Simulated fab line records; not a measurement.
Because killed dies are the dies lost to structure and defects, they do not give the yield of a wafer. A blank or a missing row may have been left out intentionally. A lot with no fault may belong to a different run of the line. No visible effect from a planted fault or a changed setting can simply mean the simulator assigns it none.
Which tool was responsible? :: flow gf180mcu :: 24 lots with 72 wafers sampled at 3 steps, on a route of 602 steps

WHAT THE GAUGES READ, wafer by wafer
GF_V1_OVL_MEAS_15.
lot: L074
measured: day 18 08:31
on: overlay-01
V1_OVL (nm): 7 -6 -6

lot: L075
measured: day 19 00:35
on: overlay-01
V1_OVL (nm): 9 9 6

lot: L076
measured: day 19 00:47
on: overlay-01
V1_OVL (nm): -2 -8 -2

lot: L078
measured: day 19 14:55
on: overlay-02
V1_OVL (nm): -3 -1 2

lot: L077
measured: day 19 19:07
on: overlay-02
V1_OVL (nm): -6 -5 -4

lot: L079
measured: day 20 02:41
on: overlay-01
V1_OVL (nm): 0 -3 3

lot: L080
measured: day 20 13:05
on: overlay-02
V1_OVL (nm): 3 0 -1

lot: L081
measured: day 20 23:17
on: overlay-02
V1_OVL (nm): 0 4 4

lot: L082
measured: day 21 00:14
on: overlay-01
V1_OVL (nm): 0 -7 -4

lot: L083
measured: day 21 13:37
on: overlay-01
V1_OVL (nm): 2 1 9

lot: L084
measured: day 21 23:12
on: overlay-02
V1_OVL (nm): 3 7 5

lot: L085
measured: day 22 07:41
on: overlay-01
V1_OVL (nm): -5 -2 -3

lot: L086
measured: day 22 16:31
on: overlay-01
V1_OVL (nm): 1 -4 -8

lot: L087
measured: day 22 22:35
on: overlay-02
V1_OVL (nm): -2 -9 -8

lot: L088
measured: day 23 09:48
on: overlay-01
V1_OVL (nm): -2 -2 -3

lot: L089
measured: day 23 18:56
on: overlay-02
V1_OVL (nm): 0 3 -5

lot: L090
measured: day 24 00:28
on: overlay-01
V1_OVL (nm): -3 -2 -1

lot: L091
measured: day 24 08:38
on: overlay-02
V1_OVL (nm): 7 2 3

lot: L092
measured: day 24 16:52
on: overlay-01
V1_OVL (nm): 4 9 7

lot: L093
measured: day 25 00:55
on: overlay-02
V1_OVL (nm): -2 0 1

lot: L094
measured: day 25 04:02
on: overlay-02
V1_OVL (nm): 6 6 2

lot: L095
measured: day 25 10:39
on: overlay-01
V1_OVL (nm): -1 5 7

lot: L096
measured: day 25 18:44
on: overlay-02
V1_OVL (nm): 10 11 5

lot: L097
measured: day 26 03:54
on: overlay-02
V1_OVL (nm): -3 -9 -2

GF_V1_THK_MEAS_25: measures by xrf.
lot: L074
measured: day 18 09:33
on: film-metro-01
V1_W_THK (nm): 354 354 354

lot: L075
measured: day 19 01:37
on: film-metro-01
V1_W_THK (nm): 359 357 360

lot: L076
measured: day 19 01:49
on: film-metro-02
V1_W_THK (nm): 365 362 359

lot: L078
measured: day 19 15:57
on: film-metro-03
V1_W_THK (nm): 357 356 365

lot: L077
measured: day 19 20:10
on: film-metro-03
V1_W_THK (nm): 367 363 365

lot: L079
measured: day 20 03:44
on: film-metro-03
V1_W_THK (nm): 366 360 365

lot: L080
measured: day 20 14:14
on: film-metro-01
V1_W_THK (nm): 356 355 356

lot: L081
measured: day 21 00:19
on: film-metro-02
V1_W_THK (nm): 360 362 357

lot: L082
measured: day 21 01:17
on: film-metro-02
V1_W_THK (nm): 363 354 352

lot: L083
measured: day 21 14:40
on: film-metro-02
V1_W_THK (nm): 362 362 366

lot: L084
measured: day 22 00:16
on: film-metro-02
V1_W_THK (nm): 364 366 372

lot: L085
measured: day 22 08:43
on: film-metro-01
V1_W_THK (nm): 356 357 358

lot: L086
measured: day 22 17:34
on: film-metro-02
V1_W_THK (nm): 371 365 375

lot: L087
measured: day 22 23:37
on: film-metro-01
V1_W_THK (nm): 351 354 352

lot: L088
measured: day 23 10:50
on: film-metro-01
V1_W_THK (nm): 365 353 361

lot: L089
measured: day 23 19:58
on: film-metro-02
V1_W_THK (nm): 359 361 366

lot: L090
measured: day 24 01:37
on: film-metro-03
V1_W_THK (nm): 354 351 358

lot: L091
measured: day 24 09:40
on: film-metro-02
V1_W_THK (nm): 359 358 361

lot: L092
measured: day 24 17:57
on: film-metro-03
V1_W_THK (nm): 364 370 360

lot: L093
measured: day 25 01:59
on: film-metro-02
V1_W_THK (nm): 362 368 365

lot: L094
measured: day 25 05:05
on: film-metro-02
V1_W_THK (nm): 348 350 356

lot: L095
measured: day 25 11:41
on: film-metro-02
V1_W_THK (nm): 353 354 355

lot: L096
measured: day 25 19:46
on: film-metro-03
V1_W_THK (nm): 359 355 353

lot: L097
measured: day 26 04:58
on: film-metro-01
V1_W_THK (nm): 356 357 354

WHAT TOOL EACH LOT RAN ON (gives the tool, then ch and the chambers of the sampled wafers, and finally the start)
lot: L074
GF_CONTACT_SPUTTER_22: pvd-sputter-03, day 16 08:52

lot: L075
GF_CONTACT_SPUTTER_22: pvd-sputter-02, day 16 19:14

lot: L076
GF_CONTACT_SPUTTER_22: pvd-sputter-03, day 16 23:26

lot: L078
GF_CONTACT_SPUTTER_22: pvd-sputter-02, day 17 13:50

lot: L077
GF_CONTACT_SPUTTER_22: pvd-sputter-02, day 17 16:32

lot: L079
GF_CONTACT_SPUTTER_22: pvd-sputter-02, day 18 00:36

lot: L080
GF_CONTACT_SPUTTER_22: pvd-sputter-01, day 18 09:17

lot: L081
GF_CONTACT_SPUTTER_22: pvd-sputter-03, day 18 19:56

lot: L082
GF_CONTACT_SPUTTER_22: pvd-sputter-02, day 18 21:34

lot: L083
GF_CONTACT_SPUTTER_22: pvd-sputter-02, day 19 10:27

lot: L084
GF_CONTACT_SPUTTER_22: pvd-sputter-03, day 19 20:44

lot: L085
GF_CONTACT_SPUTTER_22: pvd-sputter-03, day 20 05:38

lot: L086
GF_CONTACT_SPUTTER_22: pvd-sputter-03, day 20 15:01

lot: L087
GF_CONTACT_SPUTTER_22: pvd-sputter-03, day 20 20:14

lot: L088
GF_CONTACT_SPUTTER_22: pvd-sputter-03, day 21 08:48

lot: L089
GF_CONTACT_SPUTTER_22: pvd-sputter-01, day 21 19:20

lot: L090
GF_CONTACT_SPUTTER_22: pvd-sputter-03, day 22 00:29

lot: L091
GF_CONTACT_SPUTTER_22: pvd-sputter-02, day 22 08:26

lot: L092
GF_CONTACT_SPUTTER_22: pvd-sputter-03, day 22 18:02

lot: L093
GF_CONTACT_SPUTTER_22: pvd-sputter-01, day 23 02:21

lot: L094
GF_CONTACT_SPUTTER_22: pvd-sputter-03, day 23 04:59

lot: L095
GF_CONTACT_SPUTTER_22: pvd-sputter-01, day 23 11:53

lot: L096
GF_CONTACT_SPUTTER_22: pvd-sputter-02, day 23 21:08

lot: L097
GF_CONTACT_SPUTTER_22: pvd-sputter-03, day 24 06:37
- GF_CONTACT_SPUTTER_22: material Ti, target thk 15 nm, time 80.02 s.

WHAT THE TOOLS THEMSELVES READ (means of the sampled wafers that have a number; where no wafer has one, the mark that the record gives instead)
GF_CONTACT_SPUTTER_22.
lot: L074
tool: pvd-sputter-03
throttle-valve-pct (%): 29.8

lot: L075
tool: pvd-sputter-02
throttle-valve-pct (%): 29.5

lot: L076
tool: pvd-sputter-03
throttle-valve-pct (%): 30.3

lot: L078
tool: pvd-sputter-02
throttle-valve-pct (%): 29.9

lot: L077
tool: pvd-sputter-02
throttle-valve-pct (%): 29.3

lot: L079
tool: pvd-sputter-02
throttle-valve-pct (%): 30.0

lot: L080
tool: pvd-sputter-01
throttle-valve-pct (%): 30.3

lot: L081
tool: pvd-sputter-03
throttle-valve-pct (%): 30.3

lot: L082
tool: pvd-sputter-02
throttle-valve-pct (%): 29.6

lot: L083
tool: pvd-sputter-02
throttle-valve-pct (%): 29.4

lot: L084
tool: pvd-sputter-03
throttle-valve-pct (%): 30.4

lot: L085
tool: pvd-sputter-03
throttle-valve-pct (%): 30.6

lot: L086
tool: pvd-sputter-03
throttle-valve-pct (%): 30.3

lot: L087
tool: pvd-sputter-03
throttle-valve-pct (%): 29.6

lot: L088
tool: pvd-sputter-03
throttle-valve-pct (%): 30.0

lot: L089
tool: pvd-sputter-01
throttle-valve-pct (%): 30.4

lot: L090
tool: pvd-sputter-03
throttle-valve-pct (%): 30.4

lot: L091
tool: pvd-sputter-02
throttle-valve-pct (%): 29.7

lot: L092
tool: pvd-sputter-03
throttle-valve-pct (%): 30.3

lot: L093
tool: pvd-sputter-01
throttle-valve-pct (%): 30.4

lot: L094
tool: pvd-sputter-03
throttle-valve-pct (%): 29.8

lot: L095
tool: pvd-sputter-01
throttle-valve-pct (%): 30.3

lot: L096
tool: pvd-sputter-02
throttle-valve-pct (%): 29.7

lot: L097
tool: pvd-sputter-03
throttle-valve-pct (%): 30.4

THE ANSWER, worked out from the rows above alone
Rule: the lots themselves supply what counts as usual. The widest of any qualifying gaps counts: lots, ordered by their means at a reading, are off when they make up no more than a third of the lots, leave a main group of 4 or more, and stand apart from it by 3 or more times the standard deviation of that group's means. If all means in a main group match to the digits the tables above print for the reading, that group is not used. A lot without any number at a reading at which 4 lots or more have one is off too. Any other lot the step has rows for is counted as sound. After the gauges, taken in route order, come the tools' own readings; for these a lot's mean is taken, as printed above. The first step at which some lot is off is used, and at that step the reading that is off furthest; a lot without a number counts as furthest.
No lot is off on any of the readings shown, so nothing can be concluded from this.

WHAT THE SIMULATOR PUT IN
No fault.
